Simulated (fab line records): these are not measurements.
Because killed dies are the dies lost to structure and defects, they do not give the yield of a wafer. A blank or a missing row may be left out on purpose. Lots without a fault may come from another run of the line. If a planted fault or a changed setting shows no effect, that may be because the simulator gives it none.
The tool behind it: which one? || flow gf180mcu || 39 wafers from 13 lots sampled at 5 of the route's 602 steps

WHAT EACH GAUGE READ, for each wafer
GF_HV_LDD_CD_MEAS_46: the cd target is 400 nm. Usual: cdNm at 400.3 nm, with a standard deviation of 2.6.
{"lot": "L656", "measured": "day 12 09:59", "on": "cdSem-01", "cdNm (nm)": "397.2 398.7 396.0", "flag": ""}
{"lot": "L657", "measured": "day 13 07:48", "on": "cdSem-02", "cdNm (nm)": "400.9 400.5 401.2", "flag": ""}
{"lot": "L658", "measured": "day 13 09:49", "on": "cdSem-02", "cdNm (nm)": "397.2 396.3 398.5", "flag": ""}
{"lot": "L659", "measured": "day 13 15:41", "on": "cdSem-01", "cdNm (nm)": "400.8 400.8 398.8", "flag": ""}
{"lot": "L662", "measured": "day 14 04:28", "on": "cdSem-01", "cdNm (nm)": "401.3 402.2 401.4", "flag": ""}
{"lot": "L663", "measured": "day 14 21:35", "on": "cdSem-01", "cdNm (nm)": "401.4 400.3 403.1", "flag": ""}
{"lot": "L665", "measured": "day 15 03:47", "on": "cdSem-02", "cdNm (nm)": "395.1 395.9 395.2", "flag": ""}
{"lot": "L666", "measured": "day 15 08:11", "on": "cdSem-01", "cdNm (nm)": "402.1 403.3 399.6", "flag": ""}
{"lot": "L673", "measured": "day 17 19:12", "on": "cdSem-02", "cdNm (nm)": "- - -", "flag": "OFF"}
{"lot": "L676", "measured": "day 19 03:44", "on": "cdSem-01", "cdNm (nm)": "398.8 399.7 401.8", "flag": ""}
{"lot": "L677", "measured": "day 19 15:43", "on": "cdSem-02", "cdNm (nm)": "400.6 401.1 401.6", "flag": ""}
{"lot": "L678", "measured": "day 19 16:04", "on": "cdSem-01", "cdNm (nm)": "395.7 395.3 395.4", "flag": ""}
{"lot": "L679", "measured": "day 19 23:47", "on": "cdSem-01", "cdNm (nm)": "398.7 400.0 399.3", "flag": ""}

GF_HV_LDD_TW_MEAS_50. Usual: HV_LDD_4_TW typically reads 569, with standard deviation 5.3.
{"lot": "L656", "measured": "day 12 10:23", "on": "filmMetro-01", "HV_LDD_4_TW": "571 570 573", "flag": ""}
{"lot": "L657", "measured": "day 13 08:13", "on": "filmMetro-03", "HV_LDD_4_TW": "568 569 570", "flag": ""}
{"lot": "L658", "measured": "day 13 10:13", "on": "filmMetro-01", "HV_LDD_4_TW": "572 572 569", "flag": ""}
{"lot": "L659", "measured": "day 13 16:05", "on": "filmMetro-03", "HV_LDD_4_TW": "569 570 569", "flag": ""}
{"lot": "L662", "measured": "day 14 04:52", "on": "filmMetro-03", "HV_LDD_4_TW": "570 572 572", "flag": ""}
{"lot": "L663", "measured": "day 14 21:59", "on": "filmMetro-03", "HV_LDD_4_TW": "569 568 568", "flag": ""}
{"lot": "L665", "measured": "day 15 04:12", "on": "filmMetro-03", "HV_LDD_4_TW": "571 569 568", "flag": ""}
{"lot": "L666", "measured": "day 15 08:34", "on": "filmMetro-03", "HV_LDD_4_TW": "567 568 565", "flag": ""}
{"lot": "L673", "measured": "day 17 19:36", "on": "filmMetro-04", "HV_LDD_4_TW": "30 30 30", "flag": "OFF"}
{"lot": "L676", "measured": "day 19 04:08", "on": "filmMetro-03", "HV_LDD_4_TW": "567 566 565", "flag": ""}
{"lot": "L677", "measured": "day 19 16:06", "on": "filmMetro-03", "HV_LDD_4_TW": "567 568 569", "flag": ""}
{"lot": "L678", "measured": "day 19 16:28", "on": "filmMetro-04", "HV_LDD_4_TW": "562 561 561", "flag": ""}
{"lot": "L679", "measured": "day 20 00:11", "on": "filmMetro-01", "HV_LDD_4_TW": "574 573 577", "flag": ""}

GF_M4_THK_MEAS_06: measures by xrf. Usual: M4_ALCU_THK typically reads 449 nm, with standard deviation 7.4.
{"lot": "L656", "measured": "day 22 10:34", "on": "filmMetro-03", "M4_ALCU_THK (nm)": "465 465 457", "flag": ""}
{"lot": "L657", "measured": "day 23 12:56", "on": "filmMetro-02", "M4_ALCU_THK (nm)": "458 455 456", "flag": ""}
{"lot": "L658", "measured": "day 23 15:52", "on": "filmMetro-03", "M4_ALCU_THK (nm)": "457 449 448", "flag": ""}
{"lot": "L659", "measured": "day 23 20:20", "on": "filmMetro-02", "M4_ALCU_THK (nm)": "439 442 438", "flag": ""}
{"lot": "L662", "measured": "day 24 10:22", "on": "filmMetro-02", "M4_ALCU_THK (nm)": "450 456 453", "flag": ""}
{"lot": "L663", "measured": "day 25 05:33", "on": "filmMetro-01", "M4_ALCU_THK (nm)": "449 446 448", "flag": ""}
{"lot": "L665", "measured": "day 25 10:52", "on": "filmMetro-02", "M4_ALCU_THK (nm)": "448 450 447", "flag": ""}
{"lot": "L666", "measured": "day 25 15:13", "on": "filmMetro-01", "M4_ALCU_THK (nm)": "453 452 445", "flag": ""}
{"lot": "L676", "measured": "day 29 00:26", "on": "filmMetro-02", "M4_ALCU_THK (nm)": "433 443 438", "flag": ""}
{"lot": "L677", "measured": "day 29 10:22", "on": "filmMetro-02", "M4_ALCU_THK (nm)": "444 443 442", "flag": ""}
{"lot": "L678", "measured": "day 29 11:20", "on": "filmMetro-01", "M4_ALCU_THK (nm)": "450 453 458", "flag": ""}
{"lot": "L679", "measured": "day 29 17:14", "on": "filmMetro-02", "M4_ALCU_THK (nm)": "455 448 452", "flag": ""}

WHICH TOOL RAN EACH LOT (tool, then ch and the chambers of the sampled wafers, then the start)
{"lot": "L656", "GF_HV_LDD_EXPOSE_43": "ilineStepper-02 ch 0, day 12 00:39", "GF_M4_SPUTTER_03": "pvdSputter-01, day 22 10:23"}
{"lot": "L657", "GF_HV_LDD_EXPOSE_43": "ilineStepper-02 ch 0, day 12 21:36", "GF_M4_SPUTTER_03": "pvdSputter-01, day 23 12:46"}
{"lot": "L658", "GF_HV_LDD_EXPOSE_43": "ilineStepper-02 ch 0, day 12 23:49", "GF_M4_SPUTTER_03": "pvdSputter-03, day 23 15:41"}
{"lot": "L659", "GF_HV_LDD_EXPOSE_43": "ilineStepper-02 ch 0, day 13 05:40", "GF_M4_SPUTTER_03": "pvdSputter-04, day 23 20:10"}
{"lot": "L662", "GF_HV_LDD_EXPOSE_43": "ilineStepper-02 ch 0, day 13 18:31", "GF_M4_SPUTTER_03": "pvdSputter-03, day 24 10:11"}
{"lot": "L663", "GF_HV_LDD_EXPOSE_43": "ilineStepper-01 ch 0, day 14 11:46", "GF_M4_SPUTTER_03": "pvdSputter-04, day 25 05:12"}
{"lot": "L665", "GF_HV_LDD_EXPOSE_43": "ilineStepper-01 ch 0, day 14 17:44", "GF_M4_SPUTTER_03": "pvdSputter-04, day 25 10:41"}
{"lot": "L666", "GF_HV_LDD_EXPOSE_43": "ilineStepper-01 ch 0, day 14 22:31", "GF_M4_SPUTTER_03": "pvdSputter-04, day 25 15:01"}
{"lot": "L673", "GF_HV_LDD_EXPOSE_43": "ilineStepper-02 ch 0, day 17 07:35", "GF_M4_SPUTTER_03": "-"}
{"lot": "L676", "GF_HV_LDD_EXPOSE_43": "ilineStepper-02 ch 0, day 18 15:41", "GF_M4_SPUTTER_03": "pvdSputter-04, day 29 00:15"}
{"lot": "L677", "GF_HV_LDD_EXPOSE_43": "ilineStepper-01 ch 0, day 19 03:44", "GF_M4_SPUTTER_03": "pvdSputter-04, day 29 10:10"}
{"lot": "L678", "GF_HV_LDD_EXPOSE_43": "ilineStepper-01 ch 0, day 19 04:33", "GF_M4_SPUTTER_03": "pvdSputter-01, day 29 11:09"}
{"lot": "L679", "GF_HV_LDD_EXPOSE_43": "ilineStepper-01 ch 0, day 19 12:10", "GF_M4_SPUTTER_03": "pvdSputter-03, day 29 17:03"}
- GF_HV_LDD_EXPOSE_43: exposes mask Pplus HV AREA, target cd 400 nm.
- GF_M4_SPUTTER_03: material Ti, target thk 10 nm, time 6.7 s.

AS READ BY THE TOOLS THEMSELVES (means over the sampled wafers that have a number; for cases with no such wafer, the mark the record gives instead)
GF_M4_SPUTTER_03. Usual: throttleValvePct at 30.0 %, with a standard deviation of 1.3.
{"lot": "L656", "tool": "pvdSputter-01", "throttleValvePct (%)": 29.4, "flag": ""}
{"lot": "L657", "tool": "pvdSputter-01", "throttleValvePct (%)": 29.8, "flag": ""}
{"lot": "L658", "tool": "pvdSputter-03", "throttleValvePct (%)": 29.8, "flag": ""}
{"lot": "L659", "tool": "pvdSputter-04", "throttleValvePct (%)": 30.5, "flag": ""}
{"lot": "L662", "tool": "pvdSputter-03", "throttleValvePct (%)": 30.4, "flag": ""}
{"lot": "L663", "tool": "pvdSputter-04", "throttleValvePct (%)": 30.6, "flag": ""}
{"lot": "L665", "tool": "pvdSputter-04", "throttleValvePct (%)": 30.7, "flag": ""}
{"lot": "L666", "tool": "pvdSputter-04", "throttleValvePct (%)": 31.0, "flag": ""}
{"lot": "L676", "tool": "pvdSputter-04", "throttleValvePct (%)": 30.3, "flag": ""}
{"lot": "L677", "tool": "pvdSputter-04", "throttleValvePct (%)": 31.2, "flag": ""}
{"lot": "L678", "tool": "pvdSputter-01", "throttleValvePct (%)": 29.3, "flag": ""}
{"lot": "L679", "tool": "pvdSputter-03", "throttleValvePct (%)": 29.2, "flag": ""}

THE ANSWER, worked out from the rows above alone
Rule: lot off if the mean of its wafers having a number is beyond 3 standard deviations from the usual mean. A lot without any number at a reading at which 4 lots or more have one is off too. The other lots that the step has rows for count as sound. After the gauges, taken in route order, come the tools' own readings; for these a lot's mean is taken, as printed above. The first step at which some lot is off is used, and at that step the reading that is off furthest; a lot without a number counts as furthest.
Off at GF_HV_LDD_CD_MEAS_46 (cdNm): L673. Without a number there: L673.
If a tool, at a process step before that reading, ran all the lots that are off and no sound lot after the first of them, it fits. Not tried: the gauges at GF_HV_LDD_CD_MEAS_46; whatever is off there is also off at GF_HV_LDD_TW_MEAS_50, on other tools, and gauge error can't account for it. None of those tried fits.

WHAT THE SIMULATOR HAD PUT IN
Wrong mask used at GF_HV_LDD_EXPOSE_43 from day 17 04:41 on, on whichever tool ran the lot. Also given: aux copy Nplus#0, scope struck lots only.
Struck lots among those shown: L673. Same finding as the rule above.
